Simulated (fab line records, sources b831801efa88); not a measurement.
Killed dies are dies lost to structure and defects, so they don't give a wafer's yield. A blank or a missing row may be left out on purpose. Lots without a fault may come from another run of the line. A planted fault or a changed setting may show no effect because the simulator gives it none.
fab line records | flow gf180mcu
record lots=12 wafers=35 last_day=35
route steps=602 shown DUAL_GATE@154 HV_LDD@202 SALICIDE@286
lots that met no fault: from a run of the same line without faults
start_h: hours from the record's first day to the start of the lot's first wafer shown | wait_h: hours since the lot's step before | " the same as in the row above | L1.1+2: a row that stands for several wafers | - no value, or no start given | * or withheld: withheld | < > ~ a bound
route shown NAME@n: a module of which the file shows steps, and the number in the route of the first | usual: mean/standard deviation of fault-free wafers | same: alike in all rows | chamber/n: place in a boat | sites: the reading at each site | _std_site: their standard deviation | _edge_site: outer sites' mean less inner sites' | radius_mm: how far each site lies from the wafer's centre | mask NAME#n: copy n | behind: the tool/chamber that last shaped the wafer | hold: why the lot was held/for how many hours/how that ended | device: the transistor (n, p or np) that didn't switch | end of line: the same wafers' tests at the end of the route | a step without rows: its recipe alone | killed: dies lost to structure and defects at the first sort, not the wafer's yield | map: a wafer's dies, x killed, . not, _ none there
set.NAME: the setting as run; set.NAME@STEP: as run at that earlier step | model.NAME: the simulator's own value behind a step, which no gauge read
steps of the route over a sample of lots; a table a step, a row a wafer
services: from which hour (start_h, from the record's first day; less than 0 if before it) a tool's chamber was out of use, for how many hours, and why
## steps
# step GF_DUAL_GATE_STRIP_13
# recipe chemistry=O2/N2 power_w=1400 pressure_mtorr=1500 platen_temp_c=250 o2_flow_sccm=3000 n2_flow_sccm=300 overash_fraction=0.5
# usual drypump_motor_current_A=5.6/0.54 heater_power_w=366/26 oes_product_au=0.715/0.0048 strip_time_to_endpoint_s=12.64/0.04
# columns lot.wafer tool chamber start_h wait_h drypump_motor_current_A heater_power_w oes_product_au rf_hours_counter_h strip_time_to_endpoint_s
L813.1 plasma_asher-02 1 185.88 0.0 6.3 337 0.710 8 12.66
L813.2 " 0 " " 6.3 410 0.717 8 12.61
L813.4 " 1 " " 6.3 330 0.718 - 12.64
L814.1 plasma_asher-02 1 199.37 0.0 6.3 327 0.711 10 12.67
L814.3 " 1 " " 6.3 334 0.714 - 12.63
L814.4 " 0 " " 6.4 398 0.716 - 12.66
L816.3 plasma_asher-01 0 207.10 0.0 5.0 370 0.713 - 12.69
L816.4 " 1 " " 5.4 396 0.713 - 12.65
L816.5 " 1 " " 5.4 386 0.717 - 12.64
L818.2 plasma_asher-01 0 224.77 0.0 5.0 358 0.726 44 12.66
L818.3 " 1 " " 5.4 387 0.722 - 12.67
L818.6 " 1 " " 5.4 390 0.722 - 12.66
L819.1 plasma_asher-04 0 231.65 0.0 5.1 358 0.709 55 12.59
L819.2 " 1 " " 5.6 335 0.708 55 12.57
L819.6 " 0 " " 5.1 353 0.719 - 12.59
L823.1 plasma_asher-02 0 258.25 0.0 6.4 392 0.723 16 12.65
L823.4 " 1 " " 6.3 333 0.714 - 12.65
L823.6 " 1 " " 6.3 322 0.707 - 12.65
L824.1 plasma_asher-02 1 264.87 0.0 6.3 328 0.722 17 12.60
L824.2 " 0 " " 6.3 400 0.711 17 12.62
L824.4 " 0 " " 6.3 411 0.721 - 12.62
L825.3 plasma_asher-04 1 270.85 0.0 5.6 342 0.707 - 12.62
L825.5 " 1 " " 5.6 340 0.716 - 12.64
L826.3 plasma_asher-02 1 274.35 0.0 6.3 329 0.710 - 12.63
L826.4 " 0 " " 6.4 403 0.714 - 12.61
L826.5 " 0 " " 6.4 401 0.713 - 12.65
L827.2 plasma_asher-04 0 283.22 0.0 5.1 358 0.711 60 12.65
L827.4 " 1 " " 5.6 352 0.711 - 12.65
L827.6 " 0 " " 5.1 361 0.722 - 12.64
L828.1 plasma_asher-01 0 289.15 0.0 5.0 355 0.710 50 12.62
L828.2 " 1 " " 5.4 390 0.724 50 12.63
L828.3 " 1 " " 5.4 390 0.715 - 12.66
L835.2 plasma_asher-04 1 349.10 0.0 5.6 336 0.717 67 12.59
L835.4 " 0 " " 5.1 369 0.718 - 12.57
L835.6 " 1 " " 5.6 339 0.709 - 12.52
# step GF_HV_LDD_COAT_26
# recipe resist=NOVOLAK spin_rpm=3000 resist_thk_nm=1000
# usual chill_plate_temp_C=22.96/0.12 resist_line_temp_C=23.01/0.11 spin_speed_rpm=3000.0/1.9
# columns lot.wafer tool chamber start_h wait_h chill_plate_temp_C resist_line_temp_C spin_speed_rpm
L813.1 litho_track-03 0 256.94 0.1 23.23 23.12 2999.0
L813.2 " 0 " " 23.24 23.05 2998.8
L813.4 " 0 " " 23.14 23.11 2999.0
L814.1 litho_track-03 0 270.04 0.1 22.99 22.95 3001.9
L814.3 " 0 " " 22.85 22.94 2997.3
L814.4 " 0 " " 22.83 23.05 2999.2
L816.3 litho_track-01 0 279.56 0.1 22.83 22.97 2999.7
L816.4 " 0 " " 22.93 23.13 3000.4
L816.5 " 0 " " 22.89 23.05 2998.6
L818.2 litho_track-01 0 299.53 0.1 22.94 23.02 2998.1
L818.3 " 0 " " 23.07 22.86 2999.0
L818.6 " 0 " " 22.94 22.90 2999.9
L819.1 litho_track-02 0 306.60 0.1 22.86 22.82 2999.9
L819.2 " 0 " " 22.91 22.90 2996.6
L819.6 " 0 " " 22.79 23.08 2996.9
L823.1 litho_track-01 0 335.31 0.1 23.04 22.99 3005.2
L823.4 " 0 " " 22.84 22.87 2999.0
L823.6 " 0 " " 22.84 22.85 2999.5
L824.1 litho_track-02 0 343.00 0.1 23.00 22.88 2997.9
L824.2 " 0 " " 22.87 22.91 3002.0
L824.4 " 0 " " 23.10 22.90 3000.7
L825.3 litho_track-02 0 349.00 0.1 22.88 22.95 2999.2
L825.5 " 0 " " 22.96 22.91 3000.0
L826.3 litho_track-02 0 353.15 0.1 23.08 22.92 3002.1
L826.4 " 0 " " 22.96 22.90 2999.5
L826.5 " 0 " " 22.97 22.91 2998.5
L827.2 litho_track-02 0 363.93 0.1 22.86 23.04 3000.7
L827.4 " 0 " " 22.95 23.01 3000.3
L827.6 " 0 " " 22.80 23.00 2998.2
L828.1 litho_track-02 0 370.50 0.1 23.06 23.04 2998.2
L828.2 " 0 " " 23.01 23.09 3001.6
L828.3 " 0 " " 23.11 23.00 2995.8
L835.2 litho_track-01 0 437.83 0.1 23.09 22.89 3000.8
L835.4 " 0 " " 23.18 22.96 2999.5
L835.6 " 0 " " 23.10 23.02 2997.9
# step GF_HV_LDD_CD_MEAS_31
# recipe target_cd_nm=400
# usual cd_nm=399.8/2.6
# columns lot.wafer tool chamber start_h wait_h cd_nm
L813.1 cd_sem-01 - 266.66 0.1 400.6
L813.2 " - " " 399.2
L813.4 " - " " 400.3
L814.1 cd_sem-02 - 279.79 0.1 399.8
L814.3 " - " " 398.1
L814.4 " - " " 399.8
L816.3 cd_sem-02 - 289.34 0.1 402.9
L816.4 " - " " 400.0
L816.5 " - " " 404.8
L818.2 cd_sem-02 - 309.98 0.1 394.3
L818.3 " - " " 394.2
L818.6 " - " " 393.9
L819.1 cd_sem-01 - 316.99 0.1 401.7
L819.2 " - " " 398.9
L819.6 " - " " 398.4
L823.1 cd_sem-02 - 346.69 0.1 400.0
L823.4 " - " " 398.3
L823.6 " - " " 400.0
L824.1 cd_sem-01 - 354.91 0.1 399.0
L824.2 " - " " 401.2
L824.4 " - " " 400.4
L825.3 cd_sem-01 - 359.99 0.1 402.8
L825.5 " - " " 402.3
L826.3 cd_sem-01 - 364.08 0.1 412.0
L826.4 " - " " 410.1
L826.5 " - " " 412.4
L827.2 cd_sem-02 - 375.67 0.1 411.1
L827.4 " - " " 409.3
L827.6 " - " " 407.7
L828.1 cd_sem-01 - 381.90 0.1 415.9
L828.2 " - " " 416.4
L828.3 " - " " 417.1
L835.2 cd_sem-01 - 450.21 0.1 397.8
L835.4 " - " " 396.6
L835.6 " - " " 398.2
# step GF_HV_LDD_OVL_MEAS_32
# usual HV_LDD_02_OVL=-0.3/1.5
# columns lot.wafer tool chamber start_h wait_h HV_LDD_02_OVL[nm]
L813.1 overlay-02 - 266.78 0.1 2.6
L813.2 " - " " 2.8
L813.4 " - " " 5.3
L814.1 overlay-02 - 279.91 0.1 -1.0
L814.3 " - " " -1.7
L814.4 " - " " -2.6
L816.3 overlay-01 - 289.43 0.1 0.2
L816.4 " - " " -1.3
L816.5 " - " " -1.6
L818.2 overlay-02 - 310.08 0.1 -1.1
L818.3 " - " " 0.5
L818.6 " - " " 0.6
L819.1 overlay-01 - 317.11 0.1 -1.1
L819.2 " - " " -0.1
L819.6 " - " " -1.7
L823.1 overlay-02 - 346.81 0.1 -2.7
L823.4 " - " " -1.6
L823.6 " - " " -1.7
L824.1 overlay-02 - 355.03 0.1 0.7
L824.2 " - " " 0.1
L824.4 " - " " 0.2
L825.3 overlay-01 - 360.08 0.1 1.8
L825.5 " - " " -0.5
L826.3 overlay-02 - 364.17 0.1 1.1
L826.4 " - " " 1.2
L826.5 " - " " 1.6
L827.2 overlay-02 - 375.78 0.1 1.4
L827.4 " - " " 0.4
L827.6 " - " " 0.7
L828.1 overlay-02 - 382.02 0.1 0.9
L828.2 " - " " 0.1
L828.3 " - " " 0.3
L835.2 overlay-01 - 450.31 0.1 -1.1
L835.4 " - " " -2.4
L835.6 " - " " -2.0
# step GF_HV_LDD_STRIP_37
# recipe chemistry=O2/N2 power_w=1400 pressure_mtorr=1500 platen_temp_c=250 o2_flow_sccm=3000 n2_flow_sccm=300 overash_fraction=0.5
# usual drypump_motor_current_A=5.9/0.5 heater_power_w=347/46 oes_product_au=0.716/0.0041 strip_time_to_endpoint_s=12.63/0.03
# columns lot.wafer tool chamber start_h wait_h drypump_motor_current_A heater_power_w oes_product_au rf_hours_counter_h strip_time_to_endpoint_s
L813.1 plasma_asher-02 0 267.41 0.1 6.3 409 0.721 17 12.66
L813.2 " 1 " " 6.3 323 0.714 17 12.65
L813.4 " 1 " " 6.3 327 0.718 - 12.68
L814.1 plasma_asher-04 0 280.54 0.1 5.1 359 0.714 59 12.62
L814.3 " 0 " " 5.1 362 0.714 - 12.63
L814.4 " 1 " " 5.6 337 0.715 - 12.65
L816.3 plasma_asher-04 1 290.09 0.1 5.6 340 0.719 - 12.58
L816.4 " 0 " " 5.1 367 0.717 - 12.65
L816.5 " 1 " " 5.6 339 0.716 - 12.64
L818.2 plasma_asher-04 0 310.71 0.1 5.1 361 0.712 63 12.61
L818.3 " 0 " " 5.1 356 0.715 - 12.62
L818.6 " 0 " " 5.1 367 0.720 - 12.66
L819.1 plasma_asher-04 0 317.74 0.1 5.1 358 0.715 64 12.62
L819.2 " 1 " " 5.6 354 0.719 64 12.63
L819.6 " 0 " " 5.1 359 0.717 - 12.60
L823.1 plasma_asher-04 0 347.44 0.1 5.1 356 0.711 67 12.60
L823.4 " 0 " " 5.1 368 0.712 - 12.63
L823.6 " 1 " " 5.6 341 0.713 - 12.63
L824.1 plasma_asher-03 0 355.66 0.1 6.3 385 0.719 69 12.62
L824.2 " 1 " " 6.2 242 0.718 69 12.62
L824.4 " 1 " " 6.2 241 0.709 - 12.60
L825.3 plasma_asher-02 1 360.74 0.1 6.3 327 0.717 - 12.58
L825.5 " 0 " " 6.4 405 0.721 - 12.59
L826.3 plasma_asher-02 0 364.83 0.1 6.4 401 0.697 - 11.24
L826.4 " 1 " " 6.3 332 0.698 - 11.26
L826.5 " 0 " " 6.3 403 0.698 - 11.24
L827.2 plasma_asher-04 1 376.41 0.1 5.6 357 0.701 70 11.22
L827.4 " 0 " " 5.1 358 0.694 - 11.19
L827.6 " 0 " " 5.1 367 0.702 - 11.20
L828.1 plasma_asher-04 0 382.66 0.1 5.1 364 0.709 71 11.26
L828.2 " 1 " " 5.6 341 0.706 71 11.25
L828.3 " 0 " " 5.1 363 0.700 - 11.26
L835.2 plasma_asher-03 0 450.94 0.1 6.3 387 0.718 3 12.66
L835.4 " 0 " " 6.3 398 0.717 - 12.66
L835.6 " 1 " " 6.2 230 0.712 - 12.69
# step GF_SALICIDE_RTA_08
# recipe temp_c=800 time_s=30 ambient=N2
# usual lamp_power_pct=17.7/2.1 wafer_temp_C_max=804.2/1.4
# columns lot.wafer tool chamber start_h wait_h lamp_power_pct wafer_temp_C_max
L813.1 rtp_anneal-01 0 353.97 0.0 15.2 802.7
L813.2 " 0 " " 15.2 802.0
L813.4 " 0 " " 15.2 802.7
L814.1 rtp_anneal-01 0 370.66 0.0 15.2 802.2
L814.3 " 0 " " 15.2 804.3
L814.4 " 0 " " 15.2 802.7
L816.3 rtp_anneal-02 0 382.70 0.0 19.5 806.5
L816.4 " 0 " " 19.5 805.2
L816.5 " 0 " " 19.5 803.2
L818.2 rtp_anneal-02 0 406.03 0.0 19.5 804.2
L818.3 " 0 " " 19.5 806.1
L818.6 " 0 " " 19.5 804.5
L819.1 rtp_anneal-01 0 414.06 0.0 15.2 803.0
L819.2 " 0 " " 15.2 802.4
L819.6 " 0 " " 15.2 802.7
L823.1 rtp_anneal-01 0 446.32 0.0 15.2 802.9
L823.4 " 0 " " 15.2 803.8
L823.6 " 0 " " 15.2 803.4
L824.1 rtp_anneal-01 0 456.63 0.0 15.2 802.5
L824.2 " 0 " " 15.2 802.9
L824.4 " 0 " " 15.2 803.8
L825.3 rtp_anneal-02 0 461.52 0.0 19.5 804.0
L825.5 " 0 " " 19.5 804.8
L826.3 rtp_anneal-01 0 466.66 0.0 15.3 803.0
L826.4 " 0 " " 15.2 804.5
L826.5 " 0 " " 15.2 803.2
L827.2 rtp_anneal-02 0 480.74 0.0 19.5 803.9
L827.4 " 0 " " 19.5 805.6
L827.6 " 0 " " 19.5 806.4
L828.1 rtp_anneal-02 0 485.97 0.0 19.5 804.5
L828.2 " 0 " " 19.5 805.0
L828.3 " 0 " " 19.5 806.7
L835.2 rtp_anneal-01 0 551.59 0.0 15.2 802.1
L835.4 " 0 " " 15.2 802.3
L835.6 " 0 " " 15.2 801.7
## services
# columns tool chamber start_h hours kind
plasma_asher-03 - 163.12 28.1 pm
plasma_asher-01 - 177.32 1.4 repair
plasma_asher-01 - 182.99 0.6 repair
plasma_asher-01 - 183.35 1.7 repair
plasma_asher-03 - 216.99 2.9 repair
plasma_asher-01 - 234.50 7.3 repair
plasma_asher-04 - 249.95 8.6 repair
plasma_asher-02 - 287.29 3.3 repair
plasma_asher-03 - 293.60 14.6 pm
plasma_asher-03 - 362.82 4.3 repair
plasma_asher-02 - 370.41 2.8 pm
plasma_asher-03 - 421.28 9.0 pm
plasma_asher-03 0 421.28 9.0 vent_cycle
plasma_asher-03 1 421.28 9.0 vent_cycle
plasma_asher-01 - 422.33 28.1 pm
plasma_asher-03 0 430.28 - clean
plasma_asher-03 1 430.28 - clean
plasma_asher-03 - 465.66 3.8 repair
plasma_asher-04 - 500.07 3.4 repair
plasma_asher-01 - 500.36 2.8 pm
plasma_asher-01 - 515.57 1.4 repair
## key
first_sign step=GF_HV_LDD_CD_MEAS_31 reading=cd_nm direction=up sigmas=4.9 usual=399.8 struck=412.4
effect step=GF_HV_LDD_STRIP_37 reading=strip_time_to_endpoint_s direction=down sigmas=46 usual=* struck=*
met_at GF_HV_LDD_COAT_26
struck_lots L826,L827,L828
tester_left_out L826,L827,L828
not_acting_at GF_DUAL_GATE_STRIP_13,GF_HV_LDD_OVL_MEAS_32,GF_SALICIDE_RTA_08
onset_between 349.00 353.15
fault kind=process_parameter_drift tool=litho_track-02 chamber=- onset_h=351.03 steps=GF_HV_LDD_COAT_26 channel=resist_thk_nm offset=* shape=step end_h=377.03 acts_in=* stated=*
# tester_left_out: of these lots the tester's yield and bins aren't shown, on N5 and GAA mostly nor the transistor test; their killed dies are dies lost to structure and defects alone, not to doping, threshold or leakage, so they don't give the yield
